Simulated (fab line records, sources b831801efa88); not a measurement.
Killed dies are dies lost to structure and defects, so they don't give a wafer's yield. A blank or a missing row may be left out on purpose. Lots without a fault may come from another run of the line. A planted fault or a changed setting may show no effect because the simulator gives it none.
A struck lot beside a sound one | flow gf180mcu | 15 steps out of a route of 602
Sound: wafers L216.4, L216.5, L216.6. Struck: wafers L213.1, L213.3, L213.6. The cause comes at the end.
At each step with rows: each side's tool, then ch and its chambers, then its first start. Under that, the readings that differ: sound wafers | struck wafers | difference of the means | sigmas: that difference in standard deviations of wafers without a fault.
alike: readings whose means differ by less than 2 such deviations, and words and numbers that are the same on both sides. not compared: withheld readings, readings that some wafer has no value for, bounds like >300 that may hide the same value, and numbers for which the record gives no deviation and whose values overlap.
The two part at a step that has a row with sigmas, a row that says differs or no value, or rows on one side only. Numbers that don't overlap but have no deviation are shown without sigmas and don't part them. A reading that every wafer of one side lacks parts them only if that side has two wafers or more.

first, 2 steps without rows for these wafers: GF_M4_PEB_12 (peb time 90 s); GF_M4_DEVELOP_13 (develop time 60 s).
GF_M4_CD_MEAS_14: target cd 280 nm.
  sound on cd_sem-02, day 29 07:35; struck on cd_sem-01, day 28 09:10
  alike: cd_nm
GF_M4_OVL_MEAS_15:
  sound on overlay-02, day 29 07:40; struck on overlay-02, day 28 09:17
  reading     | sound     | struck  | difference | sigmas
  M4_OVL (nm) | -5 -6 -10 | 12 9 14 | +19        | +3
GF_M4_METAL_ETCH_16: etches the open film in Cl2/BCl3, stops on SiO2, target depth 627.5 nm, time 104.6 s.
  sound on rie_metal-04 ch 0,1, day 29 07:43; struck on rie_metal-02 ch 0,1, day 28 09:19
  alike: drypump_motor_current_A, he_backside_leak_sccm, oes_product_au, throttle_valve_pct
  not compared: rf_hours_counter_h
GF_M4_STRIP_17: strips in O2/N2.
  sound on plasma_asher-03 ch 0,1, day 29 07:49; struck on plasma_asher-03 ch 0,1, day 28 09:26
  alike: drypump_motor_current_A, heater_power_w, n2_flow_sccm, oes_product_au, strip_time_to_endpoint_s
  not compared: rf_hours_counter_h
then, 3 steps without rows for these wafers: GF_M4_STRIP_18 (strips in post etch residue remover, time 1200 s); GF_M4_CLEAN_19 (cleans in DIW); GF_V4_CVD_00 (deposits SiO2, target thk 600 nm, time 100 s).
GF_V4_THK_MEAS_01:
  sound on film_metro-02, day 29 08:28; struck on film_metro-04, day 28 10:03
  alike: V4_CVD_00_THK
GF_V4_CVD_02: deposits SiO2 from TEOS, target thk 850 nm, time 94.851 s.
  sound on pecvd-02 ch 0,1,2, day 29 08:32; struck on pecvd-01 ch 1,2, day 28 10:07
  alike: heater_power_w
GF_V4_THK_MEAS_03:
  sound on film_metro-02, day 29 08:36; struck on film_metro-02, day 28 10:11
  alike: V4_CVD_02_THK
GF_V4_CMP_04: polishes SiO2.
  sound on cmp-02 ch 0,1,3, day 29 08:47; struck on cmp-01 ch 0,1, day 28 10:14
  no value came back on the struck wafers for any of 6 readings (edge_zone_pressure_frac, head_pressure_psi (psi) and others); on the sound wafers edge_zone_pressure_frac reads 1.006 1.009 0.999
  reading                             | sound           | struck            | difference | sigmas
  model.SiO2_of_V4_CVD_02.thk_nm (nm) | 632 633.3 631.7 | 848.9 845.2 866.1 | +221.1     |
GF_V4_BOW_MEAS_05:
  sound on film_metro-03, day 29 08:59; struck on film_metro-04, day 28 10:52
  reading     | sound       | struck | difference                    | sigmas
  V4_BOW (um) | 138 126 141 | - - -  | no value on the struck wafers |
  not compared: hold
GF_PASSIVATION_PROBE_99:
  the record has rows for the sound wafers here (prober-02, day 34 01:44) and none for the struck ones

WHERE THEY PART
First at GF_M4_OVL_MEAS_15; last, within this record, at GF_PASSIVATION_PROBE_99.

WHY: what the simulator had put in
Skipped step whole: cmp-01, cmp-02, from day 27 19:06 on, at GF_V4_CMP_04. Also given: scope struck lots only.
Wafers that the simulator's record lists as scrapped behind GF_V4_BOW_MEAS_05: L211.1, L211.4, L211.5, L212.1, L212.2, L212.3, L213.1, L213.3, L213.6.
